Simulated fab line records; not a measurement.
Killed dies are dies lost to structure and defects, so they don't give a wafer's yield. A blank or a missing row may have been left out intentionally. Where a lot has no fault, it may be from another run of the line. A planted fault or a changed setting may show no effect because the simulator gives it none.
fab line records	flow sky130
record: lots: 11	wafers: 33	last_day: 50
route steps=708 shown METAL4@599 CAP2M@607 VIA4@650 PAD_OPEN@708
lots that met no fault: from a run of the same line without faults
start_h: hours from the record's opening day to when the first of the lot's shown wafers began	wait_h: hours from the lot's prior step to this one	" unchanged from the row above	L1.1+2: several wafers, shown together as one row	- value missing, or start not given	* or withheld: withheld	< > ~ a bound
route shown NAME@n: NAME is a module with steps in the file, n the number in the route of the first one	usual: mean/standard deviation taken from wafers without a fault	same: alike in all rows	chamber/n: place in a boat	sites: readings site by site	_std_site: how widely they spread, as a standard deviation	_edge_site: outer sites' mean less inner sites'	radius_mm: for every site, how far away it sits from the centre of the wafer	mask NAME#n: copy n	behind: the last tool/chamber to shape the wafer	hold: what put the lot on hold/how long, in hours/how the hold closed	device: names the non-switching transistor (n, p or np)	end of line: tests of these same wafers at the route's end	step lacking rows: just its recipe	killed: not the wafer's yield, but the dies lost to structure and defects at the first sort	map: dies across one wafer; x = killed, . = not, _ = none there
set.NAME: setting as actually run; set.NAME@STEP: the setting as run at that earlier step	model.NAME: the simulator's own value behind a step, which no gauge read
the route's steps for a sample of lots (tables are steps, rows are wafers)
services: a tool's chamber out of use, with start hour (start_h, from the record's first day; less than 0 if before it), hours out, and reason
== steps ==
step: SKY_METAL4_SPUTTER_01
recipe: material: TiN	target_thk_nm: 20	power_w: 6500	time_s: 16.7	chamber_pressure_pa: 0.4
usual: throttle_valve_pct: 29.6/1.1
same: time_s: 16.7
lot.wafer	tool	chamber	start_h	wait_h	throttle_valve_pct
L615.2	pvd_sputter-01	-	923.55	0.0	29.3
L615.4	"	-	"	"	30.8
L615.5	"	-	"	"	31.2
L617.3	pvd_sputter-03	-	948.82	0.0	30.3
L617.4	"	-	"	"	29.5
L617.6	"	-	"	"	29.3
L620.1	pvd_sputter-01	-	966.55	0.0	29.6
L620.4	"	-	"	"	27.6
L620.5	"	-	"	"	30.0
L625.1	pvd_sputter-01	-	1003.25	0.0	31.1
L625.2	"	-	"	"	27.3
L625.6	"	-	"	"	31.1
L626.2	pvd_sputter-01	-	1010.10	0.0	31.2
L626.4	"	-	"	"	30.0
L626.5	"	-	"	"	29.8
L629.1	pvd_sputter-01	-	1030.42	0.0	29.1
L629.4	"	-	"	"	31.1
L629.5	"	-	"	"	29.8
L632.1	pvd_sputter-01	-	1048.35	0.0	31.0
L632.5	"	-	"	"	29.9
L632.6	"	-	"	"	27.5
L633.3	pvd_sputter-01	-	1051.41	0.0	29.0
L633.5	"	-	"	"	29.9
L633.6	"	-	"	"	27.3
L634.2	pvd_sputter-02	-	1061.24	0.0	28.9
L634.3	"	-	"	"	30.7
L634.5	"	-	"	"	28.9
L637.3	pvd_sputter-01	-	1080.55	0.0	30.8
L637.5	"	-	"	"	27.3
L637.6	"	-	"	"	30.1
L638.1	pvd_sputter-02	-	1085.70	0.0	30.9
L638.3	"	-	"	"	30.8
L638.5	"	-	"	"	29.9
step: SKY_CAP2M_THK_MEAS_04
recipe: thk_meas_gauge: xrf	reads: TiN_of_CAP2M_SPUTTER_02
usual: CAP2M_TIN_THK: 201.9/2
lot.wafer	tool	chamber	start_h	wait_h	CAP2M_TIN_THK[nm]
L615.2	film_metro-03	-	924.02	0.1	199.9
L615.4	"	-	"	"	205.2
L615.5	"	-	"	"	202.9
L617.3	film_metro-03	-	949.28	0.1	200.7
L617.4	"	-	"	"	200.7
L617.6	"	-	"	"	199.8
L620.1	film_metro-02	-	966.99	0.1	204.4
L620.4	"	-	"	"	203.7
L620.5	"	-	"	"	202.5
L625.1	film_metro-01	-	1003.70	0.1	201.0
L625.2	"	-	"	"	202.2
L625.6	"	-	"	"	199.6
L626.2	film_metro-01	-	1010.57	0.1	202.6
L626.4	"	-	"	"	204.3
L626.5	"	-	"	"	201.7
L629.1	film_metro-03	-	1030.87	0.1	201.9
L629.4	"	-	"	"	201.3
L629.5	"	-	"	"	200.3
L632.1	film_metro-01	-	1048.80	0.1	202.4
L632.5	"	-	"	"	203.2
L632.6	"	-	"	"	203.7
L633.3	film_metro-02	-	1051.89	0.1	199.9
L633.5	"	-	"	"	201.9
L633.6	"	-	"	"	201.0
L634.2	film_metro-03	-	1061.69	0.1	200.7
L634.3	"	-	"	"	201.3
L634.5	"	-	"	"	202.1
L637.3	film_metro-03	-	1081.01	0.1	199.9
L637.5	"	-	"	"	201.8
L637.6	"	-	"	"	202.2
L638.1	film_metro-03	-	1086.15	0.1	200.7
L638.3	"	-	"	"	200.4
L638.5	"	-	"	"	201.9
step: SKY_METAL4_METAL_ETCH_18
recipe: target_depth_a: 8450	stop_on: SiO2	over_etch_frac: 0.3	time_s: 183.1	chemistry: Cl2/BCl3	resist_sidewall_deg: 88	pressure_mtorr: 10	icp_w: 900	bias_w: 48.5	Cl2_flow_sccm: 60	bcl3_flow_sccm: 30
usual: drypump_motor_current_A: 6.1/0.49	oes_product_au: 0.866/0.0059	rf_fwd_power_W: 895.9/2.7	throttle_valve_pct: 22.265/0.0089
same: time_s: 183.1
lot.wafer	tool	chamber	start_h	wait_h	drypump_motor_current_A	oes_product_au	rf_fwd_power_W	rf_hours_counter_h	throttle_valve_pct
L615.2	rie_metal-01	1	974.13	0.1	6.7	0.868	896.4	-	22.259
L615.4	"	1	"	"	6.7	0.863	891.9	-	22.271
L615.5	"	1	"	"	6.7	0.870	897.3	-	22.273
L617.3	rie_metal-01	1	997.15	0.1	6.7	0.877	896.6	-	22.269
L617.4	"	1	"	"	6.7	0.868	898.1	-	22.257
L617.6	"	1	"	"	6.7	0.868	898.6	-	22.268
L620.1	rie_metal-04	1	1014.06	0.0	6.6	0.871	900.4	18	22.276
L620.4	"	0	"	"	6.0	0.866	899.0	-	22.269
L620.5	"	1	"	"	6.6	0.866	898.5	-	22.269
L625.1	rie_metal-04	0	1049.22	0.0	6.1	0.870	895.5	14	22.271
L625.2	"	1	"	"	6.6	0.869	897.1	19	22.278
L625.6	"	0	"	"	6.0	0.860	896.4	-	22.260
L626.2	rie_metal-02	1	1056.06	0.0	5.3	0.870	892.8	19	22.268
L626.4	"	1	"	"	5.2	0.879	896.8	-	22.252
L626.5	"	1	"	"	5.3	0.872	893.0	-	22.262
L629.1	rie_metal-04	0	1075.16	0.0	6.0	0.868	901.5	16	22.266
L629.4	"	0	"	"	6.0	0.866	898.3	-	22.255
L629.5	"	1	"	"	6.6	0.861	901.0	-	22.259
L632.1	rie_metal-01	1	1092.36	0.0	6.7	0.864	897.1	24	22.258
L632.5	"	1	"	"	6.7	0.857	898.2	-	22.261
L632.6	"	0	"	"	5.9	0.865	893.8	-	22.263
L633.3	rie_metal-01	0	1095.18	0.1	5.9	0.862	895.7	-	22.278
L633.5	"	1	"	"	6.7	0.875	892.1	-	22.265
L633.6	"	0	"	"	5.9	0.862	892.7	-	22.263
L634.2	rie_metal-01	0	1104.19	0.0	5.9	0.867	891.0	12	22.283
L634.3	"	1	"	"	6.7	0.865	892.2	-	22.253
L634.5	"	0	"	"	5.9	0.868	891.9	-	22.277
L637.3	rie_metal-02	1	1121.45	0.1	5.3	0.870	893.3	-	22.266
L637.5	"	1	"	"	5.3	0.859	893.6	-	22.275
L637.6	"	0	"	"	5.9	0.861	895.8	-	22.259
L638.1	rie_metal-02	1	1126.97	0.0	5.3	0.867	897.7	25	22.267
L638.3	"	1	"	"	5.3	0.870	897.1	-	22.275
L638.5	"	0	"	"	5.9	0.873	895.3	-	22.248
step: SKY_METAL4_STRIP_19
recipe: chemistry: O2/N2	power_w: 1400	pressure_mtorr: 1500	platen_temp_c: withheld	o2_flow_sccm: 3000	n2_flow_sccm: 300	overash_fraction: 0.5
usual: drypump_motor_current_A: 5.6/0.42	oes_product_au: 0.501/0.0053	strip_time_to_endpoint_s: 6.50/0.071
lot.wafer	tool	chamber	start_h	wait_h	drypump_motor_current_A	oes_product_au	rf_hours_counter_h	strip_time_to_endpoint_s
L615.2	plasma_asher-01	0	974.42	0.2	5.2	0.500	53	6.59
L615.4	"	0	"	"	5.2	0.508	-	6.68
L615.5	"	1	"	"	6.1	0.509	-	6.58
L617.3	plasma_asher-01	1	997.42	0.2	6.0	0.497	-	6.48
L617.4	"	0	"	"	5.2	0.494	-	6.44
L617.6	"	0	"	"	5.2	0.499	-	6.48
L620.1	plasma_asher-03	1	1014.24	0.1	5.4	0.499	83	6.52
L620.4	"	1	"	"	5.4	0.498	-	6.35
L620.5	"	0	"	"	6.1	0.507	-	6.47
L625.1	plasma_asher-04	1	1049.40	0.1	5.0	0.504	32	6.58
L625.2	"	0	"	"	5.6	0.548	32	7.50
L625.6	"	0	"	"	5.6	0.500	-	6.58
L626.2	plasma_asher-04	1	1056.24	0.1	5.0	0.492	33	6.53
L626.4	"	0	"	"	5.6	0.495	-	6.51
L626.5	"	1	"	"	5.0	0.506	-	6.58
L629.1	plasma_asher-03	1	1075.34	0.1	5.4	0.502	89	6.46
L629.4	"	1	"	"	5.4	0.539	-	7.25
L629.5	"	1	"	"	5.4	0.537	-	7.34
L632.1	plasma_asher-03	1	1092.54	0.1	5.3	0.502	90	6.53
L632.5	"	1	"	"	5.3	0.508	-	6.53
L632.6	"	0	"	"	6.1	0.508	-	6.60
L633.3	plasma_asher-03	0	1095.33	0.1	6.1	0.500	-	6.50
L633.5	"	1	"	"	5.3	0.497	-	6.46
L633.6	"	0	"	"	6.1	0.511	-	6.54
L634.2	plasma_asher-03	1	1104.37	0.1	5.4	0.501	92	6.60
L634.3	"	0	"	"	6.1	0.506	-	6.53
L634.5	"	0	"	"	6.1	0.497	-	6.59
L637.3	plasma_asher-03	0	1121.60	0.1	6.1	0.509	-	6.55
L637.5	"	0	"	"	6.1	0.500	-	6.53
L637.6	"	1	"	"	5.3	0.506	-	6.60
L638.1	plasma_asher-01	0	1127.15	0.1	5.2	0.500	69	6.42
L638.3	"	0	"	"	5.2	0.503	-	6.44
L638.5	"	0	"	"	5.2	0.496	-	6.41
step: SKY_VIA4_OVL_MEAS_11
usual: VIA4_OVL: -0.8/1.7
lot.wafer	tool	chamber	start_h	wait_h	VIA4_OVL[nm]
L615.2	overlay-01	-	999.37	0.1	1.4
L615.4	"	-	"	"	0.4
L615.5	"	-	"	"	0.0
L617.3	overlay-01	-	1021.62	0.1	0.9
L617.4	"	-	"	"	-0.9
L617.6	"	-	"	"	-1.7
L620.1	overlay-01	-	1037.51	0.1	-3.6
L620.4	"	-	"	"	-1.7
L620.5	"	-	"	"	-2.7
L625.1	overlay-01	-	1071.69	0.1	-0.1
L625.2	"	-	"	"	0.1
L625.6	"	-	"	"	1.1
L626.2	overlay-01	-	1078.42	0.1	-0.6
L626.4	"	-	"	"	-0.9
L626.5	"	-	"	"	-1.6
L629.1	overlay-01	-	1096.69	0.1	-1.2
L629.4	"	-	"	"	-0.6
L629.5	"	-	"	"	-1.0
L632.1	overlay-02	-	1113.26	0.1	1.1
L632.5	"	-	"	"	0.6
L632.6	"	-	"	"	-0.1
L633.3	overlay-01	-	1116.05	0.1	1.2
L633.5	"	-	"	"	-0.6
L633.6	"	-	"	"	-0.1
L634.2	overlay-02	-	1124.99	0.1	-3.3
L634.3	"	-	"	"	-2.2
L634.5	"	-	"	"	-3.8
L637.3	overlay-01	-	1141.85	0.1	1.0
L637.5	"	-	"	"	0.7
L637.6	"	-	"	"	0.1
L638.1	overlay-01	-	1146.26	0.1	0.4
L638.3	"	-	"	"	2.8
L638.5	"	-	"	"	2.3
step: SKY_PAD_OPEN_PROBE_99
usual: defect_limited_yield: 82.7/2	killed_at_M0_to_M3: 42/7.7	killed_at_M4_up: 3.1/1.9	killed_at_contacts: 24/4.9	killed_at_front_end: 15/4.6	killed_at_other: 0.3/0.51	killed_dies: 85/9.9	killed_open: 47/7.1	killed_short: 38/6.7	sort_bin_3_pad_short: 0.9/0.46	sort_bin_5_function: 10.1/1.5	sort_bin_6_memory: 6.3/1.1	sort_n_pass: 407/9.9	sort_yield_pct: 82.7/2
same: gross_dies: 492	killed_at_back_side: 0	sort_bin_4_leakage[%]: 0	sort_bin_8_speed[%]: 0
lot.wafer	tool	chamber	start_h	wait_h	defect_limited_yield[%]	killed_at_M0_to_M3	killed_at_M4_up	killed_at_contacts	killed_at_front_end	killed_at_other	killed_dies	killed_open	killed_short	sort_bin_3_pad_short[%]	sort_bin_5_function[%]	sort_bin_6_memory[%]	sort_n_pass	sort_yield_pct[%]
L615.2	prober-02	-	1071.72	0.1	80.5	48	1	25	22	0	96	60	36	1.4	11.6	6.5	396	80.5
L615.4	prober-02	-	1071.82	0.2	79.9	55	5	25	14	0	99	44	55	1.0	12.8	6.3	393	79.9
L615.5	prober-02	-	1071.87	0.2	82.3	42	5	31	9	0	87	44	43	1.0	9.3	7.3	405	82.3
L617.3	prober-01	-	1090.96	0.2	86.2	33	3	19	13	0	68	37	31	1.6	8.5	3.7	424	86.2
L617.4	prober-01	-	1091.01	0.2	82.3	56	1	17	13	0	87	40	47	1.4	9.3	6.9	405	82.3
L617.6	prober-01	-	1091.11	0.2	81.3	56	0	26	10	0	92	60	32	1.2	10.4	7.1	400	81.3
L620.1	prober-02	-	1106.56	0.1	83.7	35	2	23	20	0	80	46	34	1.0	8.1	7.1	412	83.7
L620.4	prober-02	-	1106.71	0.2	81.5	47	5	18	21	0	91	50	41	1.6	10.0	6.9	401	81.5
L620.5	prober-02	-	1106.76	0.2	81.7	41	3	26	20	0	90	57	33	1.2	10.8	6.3	402	81.7
L625.1	prober-01	-	1136.93	0.1	86.6	25	6	22	12	1	66	32	34	0.6	9.8	3.0	426	86.6
L625.2	prober-01	-	1136.98	0.1	82.7	37	3	33	12	0	85	44	39	1.0	8.9	7.3	407	82.7
L625.6	prober-01	-	1137.18	0.2	82.1	43	5	27	13	0	88	41	47	0.4	10.8	6.7	404	82.1
L626.2	prober-02	-	1142.16	0.1	79.9	53	8	26	12	0	99	49	50	0.8	12.8	6.5	393	79.9
L626.4	prober-02	-	1142.26	0.2	79.9	45	1	35	17	1	99	60	38	0.8	11.0	8.3	393	79.9
L626.5	prober-02	-	1142.31	0.2	81.7	50	1	24	15	0	90	50	40	0.6	12.8	4.9	402	81.7
L629.1	prober-01	-	1159.45	0.1	81.5	36	8	32	14	1	91	57	34	1.4	11.2	5.9	401	81.5
L629.4	prober-01	-	1159.60	0.2	82.5	31	0	30	24	1	86	42	43	0.6	11.2	5.7	406	82.5
L629.5	prober-01	-	1159.65	0.2	83.7	38	5	21	16	0	80	39	41	0.2	10.2	5.9	412	83.7
L632.1	prober-02	-	1173.53	0.1	86.4	29	0	22	16	0	67	42	24	1.0	7.5	5.1	425	86.4
L632.5	prober-02	-	1173.73	0.2	82.1	44	3	26	14	1	88	55	31	0.6	11.8	5.5	404	82.1
L632.6	prober-02	-	1173.78	0.2	80.5	52	2	18	24	0	96	61	35	1.0	11.6	6.9	396	80.5
L633.3	prober-01	-	1175.16	0.2	80.1	43	3	39	13	0	98	47	51	1.2	10.6	8.1	394	80.1
L633.5	prober-01	-	1175.26	0.2	81.3	46	5	23	16	2	92	48	41	0.8	10.4	7.5	400	81.3
L633.6	prober-01	-	1175.31	0.2	83.5	38	4	27	12	0	81	44	37	0.4	11.0	5.1	411	83.5
L634.2	prober-02	-	1183.23	0.1	85.6	39	5	18	9	0	71	41	30	0.2	7.1	7.1	421	85.6
L634.3	prober-02	-	1183.28	0.2	81.7	45	8	23	13	1	90	51	39	0.8	11.2	6.3	402	81.7
L634.5	prober-02	-	1183.38	0.2	84.3	39	1	20	16	1	77	40	37	0.6	8.3	6.7	415	84.3
L637.3	prober-01	-	1197.57	0.2	81.7	44	2	29	15	0	90	47	43	0.8	10.6	6.9	402	81.7
L637.5	prober-01	-	1197.67	0.2	83.7	41	3	25	10	1	80	41	39	0.6	9.8	5.9	412	83.7
L637.6	prober-01	-	1197.72	0.2	83.7	52	0	23	4	1	80	47	33	0.6	8.9	6.7	412	83.7
L638.1	prober-02	-	1199.15	0.1	83.5	39	3	25	14	0	81	48	33	0.8	8.7	6.9	411	83.5
L638.3	prober-02	-	1199.25	0.2	80.1	57	2	20	18	1	98	55	43	1.8	9.6	8.5	394	80.1
L638.5	prober-02	-	1199.35	0.2	83.7	32	3	26	19	0	80	44	36	0.4	10.4	5.5	412	83.7
killed by level:class
L615.2 CONTACT:geometric_particle:open=12 VIA1:geometric_particle:open=10 VIA3:geometric_particle:open=9 METAL1:geometric_particle:short=8 LI_CONTACT:geometric_particle:open=7 VIA1:geometric_particle:short=6 FIELD_ISO:geometric_particle:open=5 POLY_GATE:geometric_particle:open=5
L615.4 CONTACT:geometric_particle:open=9 VIA1:geometric_particle:short=9 VIA1:geometric_particle:open=8 CONTACT:geometric_particle:short=7 METAL2:geometric_particle:short=7 METAL1:geometric_particle:short=7 LI_CONTACT:geometric_particle:open=6 VIA2:geometric_particle:open=6
L615.5 CONTACT:geometric_particle:open=11 VIA1:geometric_particle:open=9 CONTACT:geometric_particle:short=8 VIA2:geometric_particle:open=6 VIA3:geometric_particle:short=5 METAL1:geometric_particle:short=5 POLY_GATE:geometric_particle:short=4 LI_CONTACT:geometric_particle:open=4
L617.3 CONTACT:geometric_particle:open=10 VIA1:geometric_particle:open=9 METAL1:geometric_particle:short=5 VIA2:geometric_particle:open=5 METAL2:geometric_particle:short=4 LI_CONTACT:geometric_particle:open=4 FIELD_ISO:geometric_particle:short=3 VIA1:geometric_particle:short=3
L617.4 VIA1:geometric_particle:open=11 METAL2:geometric_particle:short=10 VIA3:geometric_particle:short=8 METAL1:geometric_particle:short=8 CONTACT:geometric_particle:open=6 LI_CONTACT:geometric_particle:open=5 VIA2:geometric_particle:open=5 FIELD_ISO:geometric_particle:short=4
L617.6 VIA1:geometric_particle:open=15 CONTACT:geometric_particle:open=12 VIA2:geometric_particle:open=8 VIA1:geometric_particle:short=7 VIA3:geometric_particle:open=7 LI_CONTACT:geometric_particle:open=6 METAL1:geometric_particle:short=6 CONTACT:geometric_particle:short=4
L620.1 VIA1:geometric_particle:open=13 CONTACT:geometric_particle:open=11 POLY_GATE:geometric_particle:open=5 METAL1:geometric_particle:short=5 FIELD_ISO:geometric_particle:short=4 POLY_GATE:geometric_particle:short=4 LI_CONTACT:geometric_particle:open=4 VIA3:geometric_particle:open=4
L620.4 VIA1:geometric_particle:open=16 CONTACT:geometric_particle:open=8 FIELD_ISO:geometric_particle:open=6 VIA1:geometric_particle:short=6 POLY_GATE:geometric_particle:short=5 METAL2:geometric_particle:short=5 VIA2:geometric_particle:open=5 VIA3:geometric_particle:short=5
L620.5 CONTACT:geometric_particle:open=10 VIA1:geometric_particle:open=9 VIA3:geometric_particle:open=7 VIA2:geometric_particle:open=7 FIELD_ISO:geometric_particle:open=6 LI_CONTACT:geometric_particle:open=6 FIELD_ISO:geometric_particle:short=4 CONTACT:geometric_particle:short=4
L625.1 LI_CONTACT:geometric_particle:open=10 CONTACT:geometric_particle:open=7 VIA1:geometric_particle:short=5 VIA2:geometric_particle:open=5 METAL4:geometric_particle:short=5 CONTACT:geometric_particle:short=4 VIA1:geometric_particle:open=4 METAL3:geometric_particle:short=4
L625.2 CONTACT:geometric_particle:open=11 VIA1:geometric_particle:open=11 CONTACT:geometric_particle:short=8 LOCAL_INTERCONNECT:geometric_particle:short=6 METAL1:geometric_particle:short=6 VIA2:geometric_particle:open=6 LI_CONTACT:geometric_particle:short=5 FIELD_ISO:geometric_particle:open=3
L625.6 LI_CONTACT:geometric_particle:open=11 VIA1:geometric_particle:open=10 VIA1:geometric_particle:short=8 CONTACT:geometric_particle:short=6 METAL1:geometric_particle:short=6 LOCAL_INTERCONNECT:geometric_particle:short=5 METAL4:geometric_particle:short=5 POLY_GATE:geometric_particle:open=4
L626.2 LI_CONTACT:geometric_particle:open=8 METAL1:geometric_particle:short=8 CONTACT:geometric_particle:open=8 VIA1:geometric_particle:open=8 VIA3:geometric_particle:open=8 METAL2:geometric_particle:short=6 METAL4:geometric_particle:short=6 VIA2:geometric_particle:short=5
L626.4 CONTACT:geometric_particle:open=16 LI_CONTACT:geometric_particle:open=9 METAL1:geometric_particle:short=9 VIA1:geometric_particle:open=9 VIA2:geometric_particle:open=9 CONTACT:geometric_particle:short=7 VIA3:geometric_particle:open=6 METAL2:geometric_particle:short=5
L626.5 VIA1:geometric_particle:open=12 CONTACT:geometric_particle:open=8 VIA2:geometric_particle:open=7 CONTACT:geometric_particle:short=6 VIA1:geometric_particle:short=6 VIA3:geometric_particle:open=6 LI_CONTACT:geometric_particle:open=5 METAL1:geometric_particle:short=5
L629.1 CONTACT:geometric_particle:open=12 LI_CONTACT:geometric_particle:open=10 VIA1:geometric_particle:open=8 VIA3:geometric_particle:open=7 POLY_GATE:geometric_particle:short=5 VIA1:geometric_particle:short=5 VIA2:geometric_particle:open=5 LI_CONTACT:geometric_particle:short=4
L629.4 VIA1:geometric_particle:open=8 POLY_GATE:geometric_particle:open=7 LI_CONTACT:geometric_particle:open=7 CONTACT:geometric_particle:open=7 LOCAL_INTERCONNECT:geometric_particle:short=6 CONTACT:geometric_particle:short=6 METAL1:geometric_particle:short=6 FIELD_ISO:geometric_particle:short=4
L629.5 LOCAL_INTERCONNECT:geometric_particle:short=8 METAL2:geometric_particle:short=7 CONTACT:geometric_particle:open=6 METAL1:geometric_particle:short=6 VIA3:geometric_particle:open=6 FIELD_ISO:geometric_particle:open=5 LI_CONTACT:geometric_particle:open=5 VIA2:geometric_particle:open=5
L632.1 VIA1:geometric_particle:open=11 LI_CONTACT:geometric_particle:open=9 CONTACT:geometric_particle:open=5 VIA3:geometric_particle:open=5 FIELD_ISO:geometric_particle:open=4 POLY_GATE:geometric_particle:short=4 VIA1:geometric_particle:short=4 POLY_GATE:geometric_particle:open=3
L632.5 VIA3:geometric_particle:open=13 CONTACT:geometric_particle:open=12 VIA1:geometric_particle:open=11 VIA2:geometric_particle:open=7 VIA1:geometric_particle:short=5 POLY_GATE:geometric_particle:open=4 LI_CONTACT:geometric_particle:open=4 CONTACT:geometric_particle:short=4
L632.6 VIA1:geometric_particle:open=17 VIA3:geometric_particle:open=8 FIELD_ISO:geometric_particle:open=7 POLY_GATE:geometric_particle:short=7 VIA2:geometric_particle:open=7 CONTACT:geometric_particle:open=6 POLY_GATE:geometric_particle:open=5 METAL2:geometric_particle:short=5
L633.3 CONTACT:geometric_particle:open=15 VIA1:geometric_particle:short=9 LOCAL_INTERCONNECT:geometric_particle:short=8 VIA3:geometric_particle:open=7 CONTACT:geometric_particle:short=6 VIA1:geometric_particle:open=6 METAL2:geometric_particle:short=6 FIELD_ISO:geometric_particle:short=5
L633.5 VIA1:geometric_particle:open=9 CONTACT:geometric_particle:open=8 METAL1:geometric_particle:short=8 VIA1:geometric_particle:short=7 VIA3:geometric_particle:open=7 LI_CONTACT:geometric_particle:open=6 VIA2:geometric_particle:open=6 CONTACT:geometric_particle:short=5
L633.6 CONTACT:geometric_particle:open=12 VIA1:geometric_particle:open=11 METAL1:geometric_particle:short=9 LI_CONTACT:geometric_particle:open=7 CONTACT:geometric_particle:short=6 FIELD_ISO:geometric_particle:short=4 METAL3:geometric_particle:short=4 VIA1:geometric_particle:short=3
L634.2 VIA1:geometric_particle:open=15 LI_CONTACT:geometric_particle:open=6 VIA1:geometric_particle:short=6 CONTACT:geometric_particle:open=5 VIA3:geometric_particle:open=5 CONTACT:geometric_particle:short=4 METAL4:geometric_particle:short=4 FIELD_ISO:geometric_particle:short=3
L634.3 VIA1:geometric_particle:open=9 CONTACT:geometric_particle:open=9 VIA1:geometric_particle:short=8 METAL2:geometric_particle:short=6 CONTACT:geometric_particle:short=5 LI_CONTACT:geometric_particle:open=5 VIA2:geometric_particle:open=5 VIA3:geometric_particle:open=5
L634.5 CONTACT:geometric_particle:open=9 POLY_GATE:geometric_particle:open=7 VIA1:geometric_particle:open=7 METAL1:geometric_particle:short=7 VIA1:geometric_particle:short=6 LI_CONTACT:geometric_particle:open=5 METAL3:geometric_particle:short=5 FIELD_ISO:geometric_particle:short=4
L637.3 CONTACT:geometric_particle:open=12 VIA1:geometric_particle:open=7 LI_CONTACT:geometric_particle:open=7 VIA3:geometric_particle:open=6 CONTACT:geometric_particle:short=5 METAL1:geometric_particle:short=5 METAL2:geometric_particle:short=5 VIA2:geometric_particle:open=5
L637.5 VIA2:geometric_particle:open=10 VIA1:geometric_particle:open=9 CONTACT:geometric_particle:open=7 LOCAL_INTERCONNECT:geometric_particle:short=5 CONTACT:geometric_particle:short=5 VIA3:geometric_particle:open=5 FIELD_ISO:geometric_particle:short=4 LI_CONTACT:geometric_particle:short=4
L637.6 VIA1:geometric_particle:open=14 LI_CONTACT:geometric_particle:open=7 VIA1:geometric_particle:short=7 CONTACT:geometric_particle:short=6 CONTACT:geometric_particle:open=6 METAL2:geometric_particle:short=6 VIA3:geometric_particle:open=6 METAL2:geometric_particle:open=4
L638.1 CONTACT:geometric_particle:open=11 VIA2:geometric_particle:open=8 LI_CONTACT:geometric_particle:open=6 VIA1:geometric_particle:open=6 VIA3:geometric_particle:open=6 METAL1:geometric_particle:short=5 POLY_GATE:geometric_particle:open=4 FIELD_ISO:geometric_particle:open=3
L638.3 VIA1:geometric_particle:open=17 FIELD_ISO:geometric_particle:short=7 VIA2:geometric_particle:open=7 CONTACT:geometric_particle:open=6 VIA1:geometric_particle:short=6 METAL2:geometric_particle:short=6 VIA3:geometric_particle:open=6 LI_CONTACT:geometric_particle:open=5
L638.5 VIA1:geometric_particle:open=11 CONTACT:geometric_particle:open=10 LOCAL_INTERCONNECT:geometric_particle:short=5 VIA2:geometric_particle:open=4 FIELD_ISO:geometric_particle:open=4 LI_CONTACT:geometric_particle:open=4 CONTACT:geometric_particle:short=4 METAL2:geometric_particle:short=4
== services ==
tool	chamber	start_h	hours	kind
pvd_sputter-03	-	906.77	1.2	repair
rie_metal-01	-	907.50	1.4	pm
plasma_asher-01	-	910.44	2.8	pm
plasma_asher-01	-	940.99	6.4	repair
plasma_asher-03	-	942.04	24.1	repair
rie_metal-01	0	945.95	56.8	repair
plasma_asher-04	-	950.83	1.7	repair
rie_metal-02	-	966.62	2.8	pm
pvd_sputter-02	-	972.71	4.3	repair
pvd_sputter-03	-	984.69	34.5	repair
pvd_sputter-03	-	994.92	0.7	repair
rie_metal-04	-	1026.02	0.4	repair
rie_metal-04	1	1035.49	5.6	repair
plasma_asher-04	-	1039.85	5.7	repair
plasma_asher-01	-	1042.12	5.5	repair
pvd_sputter-03	-	1047.43	2.6	repair
plasma_asher-03	-	1059.28	12.8	pm
plasma_asher-01	-	1069.16	0.4	repair
plasma_asher-01	-	1091.55	2.4	repair
pvd_sputter-02	-	1121.10	13.7	repair
== key ==
first_sign: step: SKY_METAL4_STRIP_19	reading: strip_time_to_endpoint_s	direction: up	sigmas: 12	usual: *	struck: *
effect: step: SKY_METAL4_STRIP_19	reading: oes_product_au	direction: up	sigmas: 7.7	usual: 0.501	struck: 0.542
met_at SKY_METAL4_METAL_ETCH_18
struck_lots L625,L629
struck_wafers L625.2,L629.4,L629.5
not_acting_at SKY_METAL4_SPUTTER_01,SKY_CAP2M_THK_MEAS_04,SKY_VIA4_OVL_MEAS_11
onset_between 1014.06 1049.22
fault: kind: process_parameter_drift	tool: rie_metal-04	chamber: -	onset_h: 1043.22	steps: SKY_METAL4_METAL_ETCH_18	channel: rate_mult	offset: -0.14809	shape: step	end_h: 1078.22	scope: struck_wafers_only
